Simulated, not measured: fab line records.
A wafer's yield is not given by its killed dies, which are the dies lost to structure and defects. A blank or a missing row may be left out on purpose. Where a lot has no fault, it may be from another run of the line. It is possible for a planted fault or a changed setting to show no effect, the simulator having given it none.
A lot that was struck, set against a sound lot | flow sfq-line | 42 out of 325 route steps
Sound: these wafers, L229.1, L229.3, L229.5. Wafers struck: L233.1, L233.4, L233.6. The cause is named last.
Order at every step that has rows: each side's tool, ch and its chambers, its first start. Under that, the readings that differ: sound wafers | struck wafers | difference of the means | sigmas: that difference in standard deviations of wafers without a fault.
alike: readings with means less than 2 such deviations apart, plus words and numbers identical on both sides. not compared: withheld readings, readings lacking a value on some wafer, bounds such as >300 that could conceal the same value, and numbers that have no deviation in the record and whose values overlap.
A row with sigmas, a row that says differs or no value, or rows on one side alone: a step with any of these is where the two part. When numbers do not overlap yet have no deviation, they are printed without sigmas and do not part them. A reading missing from all wafers of one side parts the sides only when that side holds two or more wafers.

first, 6 steps without rows for these wafers: SFQ_TRILAYER_M1_LITHO_COAT_044 (resist thk 62 nm); SFQ_TRILAYER_M1_LITHO_COAT_039 (resist thk 600 nm); SFQ_TRILAYER_M1_LITHO_SOFTBAKE_043; SFQ_TRILAYER_M1_LITHO_EXPOSE_040 (exposes mask M1, target cd 500 nm); SFQ_TRILAYER_M1_LITHO_PEB_042 (peb time 60 s); SFQ_TRILAYER_M1_LITHO_DEVELOP_041 (time 60 s).
SFQ_M1_OVL_MEAS_911:
  sound on overlay-01, day 16 19:13; struck on overlay-02, day 17 17:07
  alike: M1_OVL
SFQ_TRILAYER_M1_BARC_OPEN_METAL_ETCH_054: etches BARC in O2, target depth 125 nm, time 41.7 s.
  sound on rie-metal-02 ch 1, day 16 19:16; struck on rie-metal-01 ch 1, day 17 17:09
  alike: drypump-motor-current-A, oes-product-au
  not compared: rf-hours-counter-h
then, 4 steps without rows for these wafers: SFQ_TRILAYER_M1_ETCH_METAL_ETCH_042 (etches Nb in Cl2/Ar, stops on SiO2, target depth 240 nm, time 120 s); SFQ_TRILAYER_M1_STRIP_STRIP_043 (strips in O2); SFQ_TRILAYER_M1_STRIP_SOLV_CLEAN_044 (cleans in NMP, time 600 s); SFQ_TRILAYER_I1_DEP_PECVD_045 (deposits SiO2 from SiH4/N2O, time 111.11 s, target thk 500 nm).
SFQ_TRILAYER_I1_CMP_CMP_046: polishes SiO2.
  sound on cmp-02 ch 1,3, day 16 21:41; struck on cmp-02 ch 2,3, day 17 18:41
  no value came back on the struck wafers for any of 5 readings (edge-zone-pressure-frac, head-pressure-psi (psi) and others); on the sound wafers edge-zone-pressure-frac reads 0.999 0.992 0.997
  reading                                             | sound             | struck            | difference | sigmas
  model.SiO2_of_TRILAYER_I1_DEP_PECVD_045.thk-nm (nm) | 199.7 198.3 200.2 | 496.2 497.9 511.7 | +302.5     |
SFQ_I1_BOW_MEAS_912:
  sound on film-metro-02, day 17 00:41; struck on film-metro-02, day 17 21:11
  alike: I1_BOW
SFQ_TRILAYER_I1_METRO_MEASURE_047:
  sound on film-metro-02, day 17 00:48; struck on film-metro-02, day 17 21:19
  reading     | sound             | struck            | difference | sigmas
  thk-nm (nm) | 199.7 198.1 200.4 | 495.9 498.1 511.5 | +302.4     | +99 or more
then, 6 steps without rows for these wafers: SFQ_TRILAYER_I1_VIA_LITHO_COAT_054 (resist thk 62 nm); SFQ_TRILAYER_I1_VIA_LITHO_COAT_049 (resist thk 650 nm); SFQ_TRILAYER_I1_VIA_LITHO_SOFTBAKE_053; SFQ_TRILAYER_I1_VIA_LITHO_EXPOSE_050 (exposes mask I1, target cd 500 nm); SFQ_TRILAYER_I1_VIA_LITHO_PEB_052 (peb time 60 s); SFQ_TRILAYER_I1_VIA_LITHO_DEVELOP_051 (time 60 s).
-- the record jumps here: 7 days lie between the struck wafers' starts before and after --
SFQ_I1_OVL_MEAS_913:
  sound on overlay-01, day 23 06:23; struck on overlay-02, day 24 11:07
  alike: I1_OVL
SFQ_TRILAYER_I1_VIA_BARC_OPEN_VIA_ETCH_071: etches BARC in O2, target depth 125 nm, time 41.7 s.
  sound on rie-diel-01 ch 0,2, day 23 06:26; struck on rie-diel-03 ch 0,1,3, day 24 11:10
  alike: drypump-motor-current-A, oes-product-au
  not compared: rf-hours-counter-h
SFQ_TRILAYER_I1_VIA_ETCH_VIA_ETCH_052: etches SiO2 in CHF3, stops on Nb, target depth 260 nm.
  sound on rie-diel-01 ch 0,2, day 23 06:28; struck on rie-diel-03 ch 0,1,3, day 24 11:12
  reading                        | sound             | struck            | difference | sigmas
  oes-product-au (a.u.)          | 0.858 0.855 0.857 | 1.630 1.612 1.626 | +0.766     | +99 or more
  model.etch.depth-nm (nm)       | 199.7 198.3 200.2 | 261.5 257.3 260.1 | +60.2      |
  model.I1.feature-depth-nm (nm) | 199.7 198.3 200.2 | 261.5 257.3 260.1 | +60.2      |
  alike: drypump-motor-current-A
then, 2 steps without rows for these wafers: SFQ_TRILAYER_I1_VIA_STRIP_STRIP_053 (strips in O2); SFQ_TRILAYER_I1_VIA_STRIP_SOLV_CLEAN_054 (cleans in NMP, time 600 s).
SFQ_TRILAYER_M2_DEP_PRE_CLEAN_056: time 22.5 s.
  sound on pvd-sputter-03, day 23 07:22; struck on pvd-sputter-05, day 24 12:06
  reading                                             | sound             | struck            | difference | sigmas
  model.SiO2_of_TRILAYER_I1_DEP_PECVD_045.thk-nm (nm) | 192.2 190.8 192.7 | 488.7 490.4 504.2 | +302.5     |
SFQ_TRILAYER_M2_DEP_SPUTTER_055: material Nb, target thk 200 nm, time 133.3 s.
  sound on pvd-sputter-03, day 23 07:24; struck on pvd-sputter-05, day 24 12:08
  alike: cathode-dc-power-W, throttle-valve-pct
SFQ_M2_RS_MEAS_914: uses a four-point probe to measure.
  sound on film-metro-04, day 23 07:29; struck on film-metro-04, day 24 12:13
  alike: M2_NB_RS
then, 6 steps without rows for these wafers: SFQ_TRILAYER_M2_LITHO_COAT_062 (resist thk 62 nm); SFQ_TRILAYER_M2_LITHO_COAT_057 (resist thk 600 nm); SFQ_TRILAYER_M2_LITHO_SOFTBAKE_061; SFQ_TRILAYER_M2_LITHO_EXPOSE_058 (exposes mask M2, target cd 500 nm); SFQ_TRILAYER_M2_LITHO_PEB_060 (peb time 60 s); SFQ_TRILAYER_M2_LITHO_DEVELOP_059 (time 60 s).
-- the record jumps here: 6 days lie between the struck wafers' starts before and after --
SFQ_M2_OVL_MEAS_916:
  sound on overlay-02, day 23 09:55; struck on overlay-01, day 30 07:25
  alike: M2_OVL
SFQ_TRILAYER_M2_BARC_OPEN_METAL_ETCH_077: etches BARC in O2, target depth 125 nm, time 41.7 s.
  sound on rie-metal-03 ch 1, day 23 09:58; struck on rie-metal-03 ch 0,1, day 30 07:28
  alike: drypump-motor-current-A, oes-product-au
  not compared: rf-hours-counter-h
SFQ_TRILAYER_M2_ETCH_METAL_ETCH_060: etches Nb in Cl2/Ar, stops on SiO2, target depth 240 nm, time 120 s.
  sound on rie-metal-03 ch 1, day 23 10:05; struck on rie-metal-03 ch 0,1, day 30 07:31
  alike: drypump-motor-current-A, oes-product-au
  not compared: rf-hours-counter-h
then, 3 steps without rows for these wafers: SFQ_TRILAYER_M2_STRIP_STRIP_061 (strips in O2); SFQ_TRILAYER_M2_STRIP_SOLV_CLEAN_062 (cleans in NMP, time 600 s); SFQ_TRILAYER_I2_DEP_PECVD_063 (deposits SiO2 from SiH4/N2O, time 111.11 s, target thk 500 nm).
-- the record jumps here: 40 days lie between the struck wafers' starts before and after --
SFQ_M8_BOW_MEAS_951:
  sound on film-metro-01, day 68 17:12; struck on film-metro-03, day 70 13:32
  reading                 | sound         | struck            | difference | sigmas
  model.etest.i1.link-ohm | 2 2.011 1.985 | 1e+06 1e+06 1e+06 | +1e+06     |
  alike: M8_BOW

## WHERE THEY PART
At SFQ_TRILAYER_I1_CMP_CMP_046 first; at SFQ_TRILAYER_I1_VIA_ETCH_VIA_ETCH_052 last (within this record only). Later steps at which nothing parts them and some readings are alike: SFQ_TRILAYER_M2_DEP_SPUTTER_055, SFQ_M2_RS_MEAS_914, SFQ_M2_OVL_MEAS_916, SFQ_TRILAYER_M2_BARC_OPEN_METAL_ETCH_077, SFQ_TRILAYER_M2_ETCH_METAL_ETCH_060, SFQ_M8_BOW_MEAS_951.

WHY: the cause the simulator had injected
Skipped step whole: cmp-02, from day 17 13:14 on, at SFQ_TRILAYER_I1_CMP_CMP_046. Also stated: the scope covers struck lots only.
